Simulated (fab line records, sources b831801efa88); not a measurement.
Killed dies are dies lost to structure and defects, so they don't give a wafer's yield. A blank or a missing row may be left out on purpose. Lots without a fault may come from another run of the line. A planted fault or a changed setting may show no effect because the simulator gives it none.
Which tool did it? | flow gf180mcu | 12 lots, 36 wafers sampled, at 6 steps of a route of 602

WHAT THE GAUGES READ, wafer by wafer
GF_HV_LDD_TW_MEAS_23.
lot  | measured     | on            | HV_LDD_2_TW
L396 | day 10 21:53 | film_metro-03 | 1053 1058 1056
L397 | day 11 05:20 | film_metro-04 | 1049 1053 1057
L399 | day 11 23:24 | film_metro-04 | 1047 1051 1056
L400 | day 12 06:13 | film_metro-04 | 1061 1059 1059
L403 | day 13 09:38 | film_metro-01 | 1066 1068 1062
L407 | day 14 10:52 | film_metro-03 | 1056 1041 1056
L408 | day 14 16:26 | film_metro-01 | 1056 1057 1058
L412 | day 15 23:47 | film_metro-01 | 1045 1044 1048
L413 | day 16 05:54 | film_metro-04 | 1044 1051 1052
L414 | day 16 13:56 | film_metro-04 | 1050 1049 1047
L415 | day 17 02:13 | film_metro-01 | 1058 1054 1053
L417 | day 17 11:13 | film_metro-04 | 1050 1049 1052

GF_HV_LDD_OVL_MEAS_47.
lot  | measured     | on         | HV_LDD_03_OVL (nm)
L396 | day 12 12:39 | overlay-01 | 1.8 2.0 2.2
L397 | day 12 20:49 | overlay-02 | 1.9 1.4 1.4
L399 | day 13 16:47 | overlay-01 | 2.4 -1.0 1.8
L400 | day 13 22:11 | overlay-01 | 0.0 -0.7 -0.7
L403 | day 15 03:57 | overlay-02 | 3.3 3.8 2.8
L407 | day 16 07:00 | overlay-02 | 0.3 1.3 1.6
L408 | day 16 12:11 | overlay-02 | -0.2 0.2 0.7
L412 | day 17 23:59 | overlay-01 | 2.6 3.0 2.3
L413 | day 18 04:49 | overlay-02 | 2.0 1.4 2.1
L414 | day 18 13:33 | overlay-01 | 0.1 2.1 0.5
L415 | day 19 02:22 | overlay-01 | 1.0 0.8 -0.5
L417 | day 19 11:55 | overlay-01 | -0.5 1.3 1.5

GF_PSD_RS_MEAS_14: measures by four-point-probe.
lot  | measured     | on            | NSD_RS (ohm/sq)
L396 | day 14 09:35 | film_metro-04 | 46.17 46.09 46.09
L397 | day 14 18:02 | film_metro-04 | 46.11 46.28 46.00
L399 | day 15 16:02 | film_metro-02 | 46.05 46.07 46.22
L400 | day 15 21:02 | film_metro-04 | 46.05 46.15 46.10
L403 | day 17 04:52 | film_metro-02 | 46.17 46.15 46.15
L407 | day 18 09:16 | film_metro-04 | 45.72 45.79 45.76
L408 | day 18 15:14 | film_metro-01 | 45.85 45.77 45.76
L412 | day 20 04:20 | film_metro-04 | 46.12 46.12 46.25
L413 | day 20 09:23 | film_metro-01 | 45.96 45.97 46.04
L414 | day 20 18:55 | film_metro-02 | 46.12 45.93 46.11
L415 | day 21 07:37 | film_metro-02 | 46.08 46.12 46.15
L417 | day 21 16:34 | film_metro-02 | 46.23 46.20 46.20

GF_CONTACT_THK_MEAS_01.
lot  | measured     | on            | CONTACT_CVD_00_THK (nm)
L396 | day 15 08:05 | film_metro-01 | 309 304 305
L397 | day 15 16:56 | film_metro-01 | 304 303 305
L399 | day 16 15:32 | film_metro-03 | 301 300 302
L400 | day 16 20:38 | film_metro-04 | 295 299 301
L403 | day 18 04:26 | film_metro-03 | 299 303 304
L407 | day 19 10:04 | film_metro-01 | 300 304 304
L408 | day 19 17:06 | film_metro-03 | 300 298 300
L412 | day 21 06:02 | film_metro-04 | 298 303 302
L413 | day 21 11:08 | film_metro-04 | 295 302 304
L414 | day 21 19:55 | film_metro-03 | 302 301 303
L415 | day 22 08:11 | film_metro-01 | 300 296 302
L417 | day 22 18:03 | film_metro-03 | 303 305 300

WHICH TOOL RAN EACH LOT (tool, then ch and the chambers of the sampled wafers, then the start)
lot  | GF_NSD_IMPLANT_09               | GF_NSD_STRIP_11
L396 | implanter-03 ch 0, day 13 12:01 | plasma_asher-03 ch 0,1, day 13 12:19
L397 | implanter-03 ch 0, day 13 20:11 | plasma_asher-01 ch 0,1, day 13 20:28
L399 | implanter-04 ch 0, day 14 17:53 | plasma_asher-02 ch 0,1, day 14 18:10
L400 | implanter-03 ch 0, day 14 23:05 | plasma_asher-02 ch 0,1, day 14 23:23
L403 | implanter-03 ch 0, day 16 04:46 | plasma_asher-02 ch 0,1, day 16 05:04
L407 | implanter-03 ch 0, day 17 09:26 | plasma_asher-01 ch 0,1, day 17 09:43
L408 | implanter-03 ch 0, day 17 15:11 | plasma_asher-01 ch 0,1, day 17 15:28
L412 | implanter-02 ch 0, day 19 02:59 | plasma_asher-03 ch 0,1, day 19 03:17
L413 | implanter-02 ch 0, day 19 08:20 | plasma_asher-03 ch 0,1, day 19 08:37
L414 | implanter-04 ch 0, day 19 17:32 | plasma_asher-02 ch 0,1, day 19 17:50
L415 | implanter-04 ch 0, day 20 06:28 | plasma_asher-02 ch 0,1, day 20 06:43
L417 | implanter-04 ch 0, day 20 15:29 | plasma_asher-02 ch 0,1, day 20 15:45
- GF_NSD_IMPLANT_09
- GF_NSD_STRIP_11: strips in O2/N2.

WHAT THE TOOLS THEMSELVES READ (means of the sampled wafers that have a number; where no wafer has one, the mark that the record gives instead)
GF_NSD_IMPLANT_09.
lot  | tool         | dose_ions_cm2
L396 | implanter-03 | 4e+15
L397 | implanter-03 | 4e+15
L399 | implanter-04 | 4e+15
L400 | implanter-03 | 4e+15
L403 | implanter-03 | 4e+15
L407 | implanter-03 | 4e+15
L408 | implanter-03 | 4e+15
L412 | implanter-02 | 4e+15
L413 | implanter-02 | 4e+15
L414 | implanter-04 | 4e+15
L415 | implanter-04 | 4e+15
L417 | implanter-04 | 4e+15

GF_NSD_STRIP_11.
lot  | tool            | drypump_motor_current_A (A) | heater_power_w (W) | oes_product_au (a.u.) | strip_time_to_endpoint_s (s)
L396 | plasma_asher-03 | 5.66                        | 373                | 0.484                 | 22.96
L397 | plasma_asher-01 | 6.04                        | 329                | 0.487                 | 22.93
L399 | plasma_asher-02 | 5.78                        | 329                | 0.489                 | 22.97
L400 | plasma_asher-02 | 5.78                        | 327                | 0.492                 | 22.93
L403 | plasma_asher-02 | 5.74                        | 321                | 0.486                 | 22.89
L407 | plasma_asher-01 | 5.76                        | 307                | 0.486                 | 23.26
L408 | plasma_asher-01 | 5.78                        | 304                | 0.481                 | 23.22
L412 | plasma_asher-03 | 5.65                        | 368                | 0.486                 | 22.96
L413 | plasma_asher-03 | 5.66                        | 370                | 0.487                 | 23.00
L414 | plasma_asher-02 | 5.73                        | 317                | 0.484                 | 22.92
L415 | plasma_asher-02 | 5.75                        | 322                | 0.487                 | 22.98
L417 | plasma_asher-02 | 5.74                        | 321                | 0.484                 | 22.95

THE ANSWER, worked out from the rows above alone
Rule: what is usual is taken from the lots themselves. Put in order of their means at a reading, lots are off if they are a third of the lots or fewer, leave a main group of 4 or more, and stand apart from it by a gap of 3 or more times the standard deviation of the main group's means; of several such gaps the widest counts. A main group whose means are all the same, to the digits that the tables above print for the reading, isn't used. A lot without any number at a reading at which 4 lots or more have one is off too. The other lots that the step has rows for count as sound. The gauges are gone through in route order, then the tools' own readings, and for those a lot's mean is taken as printed above. The first step at which some lot is off is used, and at that step the reading that is off furthest; a lot without a number counts as furthest.
Off: L407, L408, at GF_PSD_RS_MEAS_14 (NSD_RS). The main group: mean 46.12 ohm/sq, standard deviation 0.057.
A tool fits if, at a process step before that reading, it ran every lot that is off, and no sound lot after the first of them. The gauges at GF_PSD_RS_MEAS_14 aren't tried: what is off there is off at GF_NSD_STRIP_11 too, on other tools, and a gauge's error can't cause that. Can't be told from this: 2 tools fit, implanter-03 at GF_NSD_IMPLANT_09, plasma_asher-01 at GF_NSD_STRIP_11.

WHAT THE SIMULATOR HAD PUT IN
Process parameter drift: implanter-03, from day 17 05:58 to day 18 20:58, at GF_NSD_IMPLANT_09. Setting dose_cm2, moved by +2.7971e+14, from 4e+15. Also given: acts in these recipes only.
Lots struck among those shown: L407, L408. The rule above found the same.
